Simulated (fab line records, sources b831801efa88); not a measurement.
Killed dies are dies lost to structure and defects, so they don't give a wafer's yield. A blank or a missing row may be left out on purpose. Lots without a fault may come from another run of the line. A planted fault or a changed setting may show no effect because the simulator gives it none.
fab line records | flow sky130
record lots=7 wafers=21 last_day=51
route steps=708 shown LI_CONTACT@382 LOCAL_INTERCONNECT@387 PAD_OPEN@708
lots that met no fault: from a run of the same line without faults
start_h: hours from the record's first day to the start of the lot's first wafer shown | wait_h: hours since the lot's step before | " the same as in the row above | L1.1+2: a row that stands for several wafers | - no value, or no start given | * or withheld: withheld | < > ~ a bound
route shown NAME@n: a module of which the file shows steps, and the number in the route of the first | usual: mean/standard deviation of fault-free wafers | same: alike in all rows | chamber/n: place in a boat | sites: the reading at each site | _std_site: their standard deviation | _edge_site: outer sites' mean less inner sites' | radius_mm: how far each site lies from the wafer's centre | mask NAME#n: copy n | behind: the tool/chamber that last shaped the wafer | hold: why the lot was held/for how many hours/how that ended | device: the transistor (n, p or np) that didn't switch | end of line: the same wafers' tests at the end of the route | a step without rows: its recipe alone | killed: dies lost to structure and defects at the first sort, not the wafer's yield | map: a wafer's dies, x killed, . not, _ none there
set.NAME: the setting as run; set.NAME@STEP: as run at that earlier step | model.NAME: the simulator's own value behind a step, which no gauge read
lots at some steps of the route; a table a step, a row a wafer
services: from which hour (start_h, from the record's first day; less than 0 if before it) a tool's chamber was out of use, for how many hours, and why
## steps
# step SKY_LI_CONTACT_SPUTTER_20
# recipe material=TiN target_thk_nm=20 chamber_pressure_pa=5 power_w=4000 time_s=80
# usual throttle_valve_pct=29.7/1.5
# same time_s=80
# columns lot.wafer tool chamber start_h wait_h throttle_valve_pct
L125.4 pvd_sputter-01 - 735.72 0.0 28.4
L125.5 " - " " 30.2
L125.6 " - " " 27.9
L135.3 pvd_sputter-02 - 814.07 0.0 27.1
L135.5 " - " " 27.1
L135.6 " - " " 29.1
L139.1 pvd_sputter-02 - 844.39 0.0 29.2
L139.4 " - " " 27.2
L139.5 " - " " 33.0
L140.1 pvd_sputter-03 - 846.42 0.0 29.6
L140.4 " - " " 28.1
L140.5 " - " " 31.6
L141.1 pvd_sputter-03 - 855.59 0.0 29.6
L141.4 " - " " 28.3
L141.5 " - " " 28.2
L142.1 pvd_sputter-03 - 861.44 0.0 28.1
L142.2 " - " " 29.9
L142.3 " - " " 29.6
L143.2 pvd_sputter-03 - 871.97 0.0 29.6
L143.4 " - " " 31.6
L143.6 " - " " 29.5
# step SKY_LI_CONTACT_CVD_21
# recipe material=W target_thk_nm=400 time_s=120.56 temp_c=400 pressure_torr=40
# usual chamber_pressure_Torr=40.01/0.094 heater_power_w=896/90
# same time_s=120.56
# columns lot.wafer tool chamber start_h wait_h chamber_pressure_Torr heater_power_w
L125.4 cvd_w-01 1 735.82 0.1 40.03 910
L125.5 " 1 " " 39.97 881
L125.6 " 0 " " 39.92 828
L135.3 cvd_w-02 1 814.17 0.1 39.93 1060
L135.5 " 0 " " 39.93 841
L135.6 " 1 " " 39.87 1024
L139.1 cvd_w-02 0 844.46 0.0 39.99 841
L139.4 " 1 " " 40.22 1066
L139.5 " 0 " " 39.97 838
L140.1 cvd_w-01 1 846.48 0.0 39.94 872
L140.4 " 1 " " 40.14 894
L140.5 " 0 " " 40.02 832
L141.1 cvd_w-01 1 855.66 0.0 40.06 892
L141.4 " 0 " " 40.11 796
L141.5 " 1 " " 39.87 876
L142.1 cvd_w-01 0 861.51 0.0 40.14 838
L142.2 " 1 " " 40.09 906
L142.3 " 0 " " 40.01 838
L143.2 cvd_w-02 0 872.03 0.0 40.00 826
L143.4 " 1 " " 39.98 1069
L143.6 " 1 " " 40.07 1061
# step SKY_LI_CONTACT_RS_MEAS_22
# recipe thk_meas_gauge=four-point-probe reads=W_of_LI_CONTACT_CVD_21+TiN_of_LI_CONTACT_SPUTTER_20+Ti_of_LI_CONTACT_SPUTTER_19
# usual LI_CONTACT_W_RS=0.2836/0.0027
# columns lot.wafer tool chamber start_h wait_h LI_CONTACT_W_RS[ohm/sq]
L125.4 film_metro-01 - 735.97 0.1 0.2856
L125.5 " - " " 0.2874
L125.6 " - " " 0.2879
L135.3 film_metro-03 - 814.30 0.1 0.2798
L135.5 " - " " 0.2849
L135.6 " - " " 0.2856
L139.1 film_metro-02 - 844.58 0.1 0.2804
L139.4 " - " " 0.2851
L139.5 " - " " 0.2829
L140.1 film_metro-01 - 846.61 0.1 0.2813
L140.4 " - " " 0.2816
L140.5 " - " " 0.2836
L141.1 film_metro-01 - 855.78 0.1 0.2824
L141.4 " - " " 0.2839
L141.5 " - " " 0.2866
L142.1 film_metro-01 - 861.63 0.1 0.2852
L142.2 " - " " 0.2848
L142.3 " - " " 0.2850
L143.2 film_metro-03 - 872.17 0.1 0.2794
L143.4 " - " " 0.2819
L143.6 " - " " 0.2823
# step SKY_LI_CONTACT_THK_MEAS_23
# recipe thk_meas_gauge=xrf reads=W_of_LI_CONTACT_CVD_21
# usual LI_CONTACT_W_THK=425/5.2
# columns lot.wafer tool chamber start_h wait_h LI_CONTACT_W_THK[nm]
L125.4 film_metro-01 - 736.06 0.1 423
L125.5 " - " " 418
L125.6 " - " " 416
L135.3 film_metro-03 - 814.40 0.1 435
L135.5 " - " " 425
L135.6 " - " " 422
L139.1 film_metro-02 - 844.70 0.1 431
L139.4 " - " " 418
L139.5 " - " " 426
L140.1 film_metro-01 - 846.73 0.1 430
L140.4 " - " " 428
L140.5 " - " " 428
L141.1 film_metro-01 - 855.90 0.1 426
L141.4 " - " " 427
L141.5 " - " " 420
L142.1 film_metro-01 - 861.75 0.1 424
L142.2 " - " " 425
L142.3 " - " " 427
L143.2 film_metro-03 - 872.28 0.1 437
L143.4 " - " " 432
L143.6 " - " " 431
# step SKY_LI_CONTACT_CMP_24
# recipe stop_on=PSG t_overpolish_s=20 down_force_psi=3.5 platen_rpm=60 target_thk_nm=0 pad_velocity_m_s=0.94248
# usual motor_current_A=11.1/1.2 overpolish_run_s=20.000/0.0078 time_to_endpoint_s=98/3.3
# columns lot.wafer tool chamber start_h wait_h motor_current_A overpolish_run_s time_to_endpoint_s
L125.4 cmp-01 3 736.24 0.2 10.1 19.997 92
L125.6 " 0 " " 9.4 20.007 92
L125.5 " 1 " " 10.3 19.987 93
L135.3 cmp-02 1 814.54 0.1 13.1 20.003 97
L135.6 " 3 " " 12.0 19.995 100
L135.5 " 0 " " 10.0 19.998 99
L139.4 cmp-02 1 844.76 0.0 12.5 19.982 98
L139.1 " 0 " " 9.7 19.990 101
L139.5 " 1 " " 12.6 19.990 97
L140.1 cmp-01 3 846.89 0.1 11.2 20.004 101
L140.4 " 0 " " 9.4 19.993 99
L140.5 " 2 " " 12.9 19.996 100
L141.4 cmp-02 3 855.96 0.0 12.1 19.994 99
L141.1 " 1 " " 12.3 20.004 98
L141.5 " 3 " " 11.7 20.000 95
L142.2 cmp-02 3 861.81 0.0 11.4 19.989 98
L142.1 " 0 " " 9.1 19.992 94
L142.3 " 2 " " 11.8 20.002 100
L143.4 cmp-02 2 872.33 0.0 11.5 20.003 100
L143.2 " 3 " " 11.8 19.990 99
L143.6 " 3 " " 12.5 19.998 98
# step SKY_LOCAL_INTERCONNECT_SPUTTER_00
# recipe material=TiN target_thk_nm=100 temp_c=300 power_w=6500 time_s=83.3 chamber_pressure_pa=0.4
# usual throttle_valve_pct=29.9/1.6
# same time_s=83.3
# columns lot.wafer tool chamber start_h wait_h throttle_valve_pct
L125.4 pvd_sputter-01 - 736.39 0.1 31.0
L125.5 " - " " 30.7
L125.6 " - " " 30.3
L135.3 pvd_sputter-01 - 814.74 0.1 30.8
L135.5 " - " " 28.4
L135.6 " - " " 30.7
L139.1 pvd_sputter-01 - 845.06 0.1 30.9
L139.4 " - " " 30.2
L139.5 " - " " 30.5
L140.1 pvd_sputter-04 - 847.09 0.1 30.7
L140.4 " - " " 31.6
L140.5 " - " " 30.8
L141.1 pvd_sputter-02 - 856.26 0.1 29.2
L141.4 " - " " 28.6
L141.5 " - " " 29.2
L142.1 pvd_sputter-04 - 862.11 0.2 30.6
L142.2 " - " " 28.8
L142.3 " - " " 30.4
L143.2 pvd_sputter-04 - 872.63 0.2 30.4
L143.4 " - " " 28.5
L143.6 " - " " 30.7
# step SKY_LOCAL_INTERCONNECT_RS_MEAS_01
# recipe thk_meas_gauge=four-point-probe reads=TiN_of_LOCAL_INTERCONNECT_SPUTTER_00
# usual LOCAL_INTERCONNECT_TIN_RS=14.10/0.12
# columns lot.wafer tool chamber start_h wait_h LOCAL_INTERCONNECT_TIN_RS[ohm/sq]
L125.4 film_metro-04 - 736.51 0.1 14.10
L125.5 " - " " 14.07
L125.6 " - " " 14.05
L135.3 film_metro-01 - 814.84 0.1 13.92
L135.5 " - " " 14.02
L135.6 " - " " 14.01
L139.1 film_metro-01 - 845.12 0.0 14.01
L139.4 " - " " 13.92
L139.5 " - " " 13.93
L140.1 film_metro-04 - 847.15 0.0 14.11
L140.4 " - " " 13.97
L140.5 " - " " 14.04
L141.1 film_metro-01 - 856.32 0.0 14.08
L141.4 " - " " 14.19
L141.5 " - " " 14.01
L142.1 film_metro-04 - 862.17 0.0 14.24
L142.2 " - " " 14.21
L142.3 " - " " 14.30
L143.2 film_metro-04 - 872.72 0.1 14.14
L143.4 " - " " 14.16
L143.6 " - " " 14.17
# step SKY_LOCAL_INTERCONNECT_THK_MEAS_02
# recipe thk_meas_gauge=xrf reads=TiN_of_LOCAL_INTERCONNECT_SPUTTER_00
# usual LOCAL_INTERCONNECT_TIN_THK=101.4/0.93
# columns lot.wafer tool chamber start_h wait_h LOCAL_INTERCONNECT_TIN_THK[nm]
L125.4 film_metro-04 - 736.60 0.1 101.4
L125.5 " - " " 101.4
L125.6 " - " " 101.2
L135.3 film_metro-01 - 814.94 0.1 103.5
L135.5 " - " " 102.9
L135.6 " - " " 102.3
L139.1 film_metro-01 - 845.24 0.1 102.4
L139.4 " - " " 103.0
L139.5 " - " " 103.2
L140.1 film_metro-04 - 847.27 0.1 101.3
L140.4 " - " " 101.9
L140.5 " - " " 101.7
L141.1 film_metro-01 - 856.44 0.1 102.1
L141.4 " - " " 101.6
L141.5 " - " " 102.0
L142.1 film_metro-04 - 862.29 0.1 100.0
L142.2 " - " " 100.2
L142.3 " - " " 99.6
L143.2 film_metro-04 - 872.83 0.1 100.2
L143.4 " - " " 100.5
L143.6 " - " " 100.1
# step SKY_LOCAL_INTERCONNECT_DEHYDRATE_03
# recipe temp_c=200 time_s=60
# step SKY_LOCAL_INTERCONNECT_HMDS_04
# recipe prime_time_s=60 prime_temp_c=120
# step SKY_LOCAL_INTERCONNECT_COAT_05
# recipe resist=BARC temp_c=withheld time_s=withheld spin_rpm=3000 resist_thk_nm=60
# step SKY_LOCAL_INTERCONNECT_COAT_06
# recipe resist=KrF-thick spin_rpm=3000 resist_thk_nm=450
# step SKY_LOCAL_INTERCONNECT_SOFTBAKE_07
# recipe temp_c=100 time_s=90 resist=KrF-thick
# usual run_length_s=119.06/0.17
# columns lot.wafer tool chamber start_h wait_h run_length_s
L125.4 litho_track-01 0 750 - 119.21
L125.5 " 0 " " 119.22
L125.6 " 0 " " 119.25
L135.3 litho_track-01 0 828 - 119.22
L135.5 " 0 " " 119.22
L135.6 " 0 " " 119.07
L139.1 litho_track-01 0 858 - 119.20
L139.4 " 0 " " 119.16
L139.5 " 0 " " 145.85
L140.1 litho_track-01 0 860 - 119.45
L140.4 " 0 " " 119.16
L140.5 " 0 " " 145.80
L141.1 litho_track-01 0 870 - 119.22
L141.4 " 0 " " 119.10
L141.5 " 0 " " 145.66
L142.1 litho_track-03 0 876 - 119.19
L142.2 " 0 " " 118.89
L142.3 " 0 " " 118.82
L143.2 litho_track-02 0 885 - 118.84
L143.4 " 0 " " 118.84
L143.6 " 0 " " 119.10
# step SKY_LOCAL_INTERCONNECT_EXPOSE_08
# recipe mask_id=LI1M na=0.8 source_shape=annular sigma_inner=0.55 sigma_outer=0.85 target_cd_nm=170 dose_mj=28
# step SKY_PAD_OPEN_PROBE_99
# usual killed_at_M0_to_M3=43/6.9 killed_at_M4_up=3.2/1.6 killed_at_contacts=25/5.1 killed_at_front_end=16/4.5 killed_at_other=0.3/0.68 killed_dies=87/8.9 killed_open=48/6.9 killed_short=39/6.3
# same gross_dies=492 killed_at_back_side=0
# columns lot.wafer tool chamber start_h wait_h killed_at_M0_to_M3 killed_at_M4_up killed_at_contacts killed_at_front_end killed_at_other killed_dies killed_open killed_short
L125.4 prober-01 - 1129.03 0.2 58 6 15 25 0 104 62 42
L125.5 prober-01 - 1129.08 0.2 37 6 31 18 0 92 49 43
L125.6 prober-01 - 1129.13 0.2 54 4 20 20 0 98 54 44
L135.3 prober-01 - 1184.83 0.2 46 1 29 15 0 91 48 43
L135.5 prober-01 - 1184.93 0.2 41 2 29 17 0 89 54 35
L135.6 prober-01 - 1184.98 0.2 42 1 23 18 0 84 53 31
L140.1 prober-01 - 1204.49 0.1 40 0 32 16 0 88 46 42
L140.4 prober-01 - 1204.64 0.2 47 3 25 24 0 99 53 46
L140.5 prober-01 - 1204.69 0.2 35 1 28 17 0 81 39 42
L139.1 prober-02 - 1204.88 0.1 55 5 16 9 0 85 51 34
L139.4 prober-02 - 1205.03 0.2 52 1 23 11 0 87 46 41
L139.5 prober-02 - 1205.08 0.2 53 4 31 9 1 98 55 43
L141.1 prober-01 - 1212.65 0.1 37 2 24 22 0 85 45 40
L141.4 prober-01 - 1212.80 0.2 37 0 21 18 0 76 43 32
L141.5 prober-01 - 1212.85 0.2 39 1 23 7 0 70 40 30
L142.1 prober-02 - 1213.03 0.1 45 6 19 17 1 88 53 35
L142.2 prober-02 - 1213.08 0.1 48 1 29 17 0 95 44 51
L142.3 prober-02 - 1213.13 0.2 31 1 19 14 0 65 34 31
L143.2 prober-01 - 1220.77 0.1 48 0 26 11 0 85 56 28
L143.4 prober-01 - 1220.87 0.2 46 2 26 14 0 88 42 45
L143.6 prober-01 - 1220.97 0.2 46 2 24 20 0 92 54 38
# killed by level:class
L125.4 VIA1:geometric_particle:open=14 VIA1:geometric_particle:short=9 CONTACT:geometric_particle:open=9 VIA3:geometric_particle:open=9 METAL1:geometric_particle:short=7 POLY_GATE:geometric_particle:short=6 FIELD_ISO:geometric_particle:open=5 LI_CONTACT:geometric_particle:open=5
L125.5 CONTACT:geometric_particle:open=11 LI_CONTACT:geometric_particle:open=9 VIA1:geometric_particle:open=9 FIELD_ISO:geometric_particle:short=7 LOCAL_INTERCONNECT:geometric_particle:short=6 METAL2:geometric_particle:short=5 METAL1:geometric_particle:short=4 VIA3:geometric_particle:short=4
L125.6 VIA1:geometric_particle:open=12 CONTACT:geometric_particle:open=9 VIA1:geometric_particle:short=9 METAL1:geometric_particle:short=8 VIA3:geometric_particle:open=7 LI_CONTACT:geometric_particle:open=6 SPACER:geometric_particle:open=4 METAL4:geometric_particle:short=4
L135.3 VIA1:geometric_particle:open=10 LI_CONTACT:geometric_particle:open=9 CONTACT:geometric_particle:open=8 VIA2:geometric_particle:short=8 CONTACT:geometric_particle:short=7 VIA2:geometric_particle:open=7 METAL2:geometric_particle:short=6 POLY_GATE:geometric_particle:short=4
L135.5 CONTACT:geometric_particle:open=11 LI_CONTACT:geometric_particle:open=10 VIA1:geometric_particle:open=9 VIA2:geometric_particle:open=7 VIA3:geometric_particle:open=7 VIA1:geometric_particle:short=6 FIELD_ISO:geometric_particle:short=5 CONTACT:geometric_particle:short=5
L135.6 VIA1:geometric_particle:open=11 CONTACT:geometric_particle:open=9 VIA2:geometric_particle:open=7 VIA3:geometric_particle:open=6 METAL1:geometric_particle:short=6 POLY_GATE:geometric_particle:open=5 LI_CONTACT:geometric_particle:open=5 LOCAL_INTERCONNECT:geometric_particle:short=5
L140.1 CONTACT:geometric_particle:open=12 LI_CONTACT:geometric_particle:open=8 METAL1:geometric_particle:short=8 VIA2:geometric_particle:open=7 CONTACT:geometric_particle:short=6 VIA1:geometric_particle:open=6 VIA1:geometric_particle:short=6 FIELD_ISO:geometric_particle:short=4
L140.4 CONTACT:geometric_particle:open=12 FIELD_ISO:geometric_particle:short=10 METAL1:geometric_particle:short=9 FIELD_ISO:geometric_particle:open=8 LI_CONTACT:geometric_particle:open=8 VIA3:geometric_particle:open=7 VIA2:geometric_particle:open=7 VIA1:geometric_particle:short=6
L140.5 CONTACT:geometric_particle:open=13 VIA1:geometric_particle:open=8 FIELD_ISO:geometric_particle:short=7 LOCAL_INTERCONNECT:geometric_particle:short=5 VIA1:geometric_particle:short=5 VIA3:geometric_particle:open=5 LI_CONTACT:geometric_particle:open=4 CONTACT:geometric_particle:short=4
L139.1 VIA2:geometric_particle:open=15 CONTACT:geometric_particle:open=10 METAL1:geometric_particle:short=8 VIA1:geometric_particle:short=8 VIA1:geometric_particle:open=8 METAL4:geometric_particle:short=5 POLY_GATE:geometric_particle:open=4 METAL2:geometric_particle:short=4
L139.4 VIA2:geometric_particle:open=9 VIA1:geometric_particle:open=9 CONTACT:geometric_particle:open=8 LI_CONTACT:geometric_particle:open=7 VIA2:geometric_particle:short=7 VIA1:geometric_particle:short=6 VIA3:geometric_particle:open=6 METAL2:geometric_particle:short=5
L139.5 CONTACT:geometric_particle:open=13 LI_CONTACT:geometric_particle:open=10 VIA2:geometric_particle:open=10 METAL1:geometric_particle:short=8 VIA1:geometric_particle:open=8 METAL2:geometric_particle:short=6 VIA3:geometric_particle:open=6 VIA1:geometric_particle:short=5
L141.1 CONTACT:geometric_particle:open=11 FIELD_ISO:geometric_particle:short=9 LI_CONTACT:geometric_particle:open=6 VIA2:geometric_particle:open=6 VIA2:geometric_particle:short=6 VIA1:geometric_particle:open=5 VIA3:geometric_particle:open=5 FIELD_ISO:geometric_particle:open=4
L141.4 LI_CONTACT:geometric_particle:open=10 VIA1:geometric_particle:open=8 VIA1:geometric_particle:short=6 VIA2:geometric_particle:open=6 CONTACT:geometric_particle:open=5 METAL1:geometric_particle:short=5 VIA3:geometric_particle:open=4 SONOS_ONO:geometric_particle:open=4
L141.5 CONTACT:geometric_particle:open=9 VIA3:geometric_particle:open=9 VIA1:geometric_particle:open=7 METAL2:geometric_particle:short=5 FIELD_ISO:geometric_particle:short=4 CONTACT:geometric_particle:short=4 LI_CONTACT:geometric_particle:open=4 LI_CONTACT:geometric_particle:short=3
L142.1 CONTACT:geometric_particle:open=11 VIA3:geometric_particle:open=10 VIA1:geometric_particle:open=9 FIELD_ISO:geometric_particle:open=5 METAL2:geometric_particle:short=5 FIELD_ISO:geometric_particle:short=4 LI_CONTACT:geometric_particle:open=4 VIA3:geometric_particle:short=4
L142.2 VIA1:geometric_particle:short=11 CONTACT:geometric_particle:open=10 VIA1:geometric_particle:open=8 LI_CONTACT:geometric_particle:open=7 METAL1:geometric_particle:short=7 LOCAL_INTERCONNECT:geometric_particle:short=6 FIELD_ISO:geometric_particle:short=5 POLY_GATE:geometric_particle:short=5
L142.3 LOCAL_INTERCONNECT:geometric_particle:short=6 VIA2:geometric_particle:open=6 FIELD_ISO:geometric_particle:open=5 LI_CONTACT:geometric_particle:open=5 VIA3:geometric_particle:open=5 CONTACT:geometric_particle:open=5 METAL2:geometric_particle:short=5 SONOS_ONO:geometric_particle:short=3
L143.2 LI_CONTACT:geometric_particle:open=12 VIA1:geometric_particle:open=12 VIA3:geometric_particle:open=9 VIA2:geometric_particle:open=7 CONTACT:geometric_particle:open=7 METAL2:geometric_particle:short=6 POLY_GATE:geometric_particle:short=4 VIA1:geometric_particle:short=4
L143.4 VIA3:geometric_particle:open=8 CONTACT:geometric_particle:open=8 VIA1:geometric_particle:short=8 VIA2:geometric_particle:open=7 VIA1:geometric_particle:open=7 CONTACT:geometric_particle:short=6 LI_CONTACT:geometric_particle:open=6 METAL2:geometric_particle:short=5
L143.6 VIA2:geometric_particle:open=9 CONTACT:geometric_particle:open=9 VIA1:geometric_particle:open=9 METAL2:geometric_particle:short=9 VIA3:geometric_particle:open=9 FIELD_ISO:geometric_particle:open=6 CONTACT:geometric_particle:short=6 LOCAL_INTERCONNECT:geometric_particle:short=5
## services
# columns tool chamber start_h hours kind
pvd_sputter-03 - 714.96 22.0 repair
cmp-01 - 721.36 4.9 pm
cmp-02 - 730.78 6.5 repair
cvd_w-02 - 731.80 6.0 pm
cmp-02 - 736.27 1.1 repair
pvd_sputter-03 - 737.05 1.7 repair
cvd_w-02 - 738.13 2.8 pm
cmp-02 - 744.02 4.0 pm
cmp-02 - 748.02 - consumable_replace:conditioner
cmp-02 - 748.02 - consumable_replace:pad
cmp-02 - 775.01 7.7 pm
cmp-01 - 813.45 2.8 repair
cmp-02 - 851.84 4.1 pm
pvd_sputter-04 - 867.48 2.8 repair
## key
first_sign step=SKY_LOCAL_INTERCONNECT_SOFTBAKE_07 reading=run_length_s direction=up sigmas=99+ usual=* struck=*
effect none on later readings
met_at SKY_LOCAL_INTERCONNECT_SOFTBAKE_07
struck_wafers L139.5,L140.5,L141.5
tester_left_out L139,L140,L141
onset_between 828 858
fault kind=process_parameter_drift tool=litho_track-01 chamber=- onset_h=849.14 steps=SKY_LOCAL_INTERCONNECT_SOFTBAKE_07 channel=time_s offset=* shape=step end_h=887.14 scope=struck_wafers_only acts_in=* stated=*
# tester_left_out: of these lots the tester's yield and bins aren't shown, on N5 and GAA mostly nor the transistor test; their killed dies are dies lost to structure and defects alone, not to doping, threshold or leakage, so they don't give the yield
